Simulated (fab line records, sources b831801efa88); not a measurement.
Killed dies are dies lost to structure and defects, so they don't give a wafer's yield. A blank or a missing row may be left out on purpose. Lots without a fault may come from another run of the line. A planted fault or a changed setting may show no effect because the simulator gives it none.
Chamber matching | flow sky130 | SKY_VIA3_ETCH_14 on rie_diel-04: 4 sister chambers
The step etches BARC in N2/H2, stops on SiO2, time 45.9 s, target depth 60 nm. 18 wafers are shown with their chamber, then 9 later ones without.

WAFERS WITH THEIR CHAMBER
wafer  | chamber | drypump_motor_current_A (A) | throttle_valve_pct (%) | oes_product_au (a.u.)
L074.2 | 0       | 5.0                         | 13.222                 | 0.847
L074.3 | 1       | 5.7                         | 13.234                 | 0.855
L074.4 | 2       | 6.0                         | 13.224                 | 0.852
L077.1 | 3       | 5.9                         | 13.233                 | 0.846
L077.4 | 2       | 6.1                         | 13.237                 | 0.860
L077.5 | 0       | 5.0                         | 13.232                 | 0.850
L078.1 | 3       | 5.9                         | 13.216                 | 0.848
L078.4 | 1       | 5.7                         | 13.221                 | 0.860
L078.6 | 1       | 5.7                         | 13.226                 | 0.855
L083.3 | 2       | 6.0                         | 13.238                 | 0.862
L083.4 | 1       | 5.7                         | 13.236                 | 0.858
L083.6 | 3       | 5.9                         | 13.226                 | 0.865
L086.1 | 0       | 5.0                         | 13.220                 | 0.861
L086.2 | 3       | 5.8                         | 13.218                 | 0.861
L086.5 | 3       | 5.9                         | 13.225                 | 0.860
L089.4 | 0       | 4.9                         | 13.214                 | 0.858
L089.5 | 1       | 5.7                         | 13.242                 | 0.858
L089.6 | 3       | 5.8                         | 13.220                 | 0.857

SIGNATURES (means of the wafers above)
reading                 | chamber 0 | chamber 1 | chamber 2 | chamber 3 | scatter within a chamber
drypump_motor_current_A | 4.975     | 5.700     | 6.033     | 5.867     | 0.0443
throttle_valve_pct      | 13.22200  | 13.23180  | 13.23300  | 13.22300  | 0.00738
oes_product_au          | 0.85400   | 0.85720   | 0.85800   | 0.85617   | 0.00593
Rule: a wafer's distance from a chamber is the root of the sum, over the readings, of the square of ((its reading less the chamber's mean) divided by the reading's scatter). The wafer belongs to the nearest chamber; if the next one is less than 2 further off, it can't be placed. The scatter: the root of (the sum of the squares of (reading less its chamber's mean) over the shown wafers, divided by (wafers less chambers)).

WAFERS WITHOUT THEIR CHAMBER
wafer  | drypump_motor_current_A (A) | throttle_valve_pct (%) | oes_product_au (a.u.)
L091.3 | 4.9                         | 13.232                 | 0.853
L091.4 | 5.7                         | 13.232                 | 0.851
L091.6 | 5.8                         | 13.225                 | 0.856
L090.1 | 4.9                         | 13.213                 | 0.851
L090.2 | 5.7                         | 13.226                 | 0.863
L090.5 | 6.0                         | 13.243                 | 0.859
L092.2 | 5.7                         | 13.232                 | 0.850
L092.3 | 6.0                         | 13.207                 | 0.851
L092.4 | 5.9                         | 13.221                 | 0.860

WHICH CHAMBER EACH WENT THROUGH
wafer  | from the rows above     | in truth
L091.3 | 0                       | 0
L091.4 | 1                       | 1
L091.6 | can't be placed: 3 or 1 | 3
L090.1 | 0                       | 0
L090.2 | 1                       | 1
L090.5 | 2                       | 2
L092.2 | 1                       | 1
L092.3 | can't be placed: 2 or 3 | 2
L092.4 | 3                       | 3
Placed correctly: 7 of 9. Can't be placed from these rows: 2 (the true chamber is among the candidates in 2). Placed wrongly: 0.
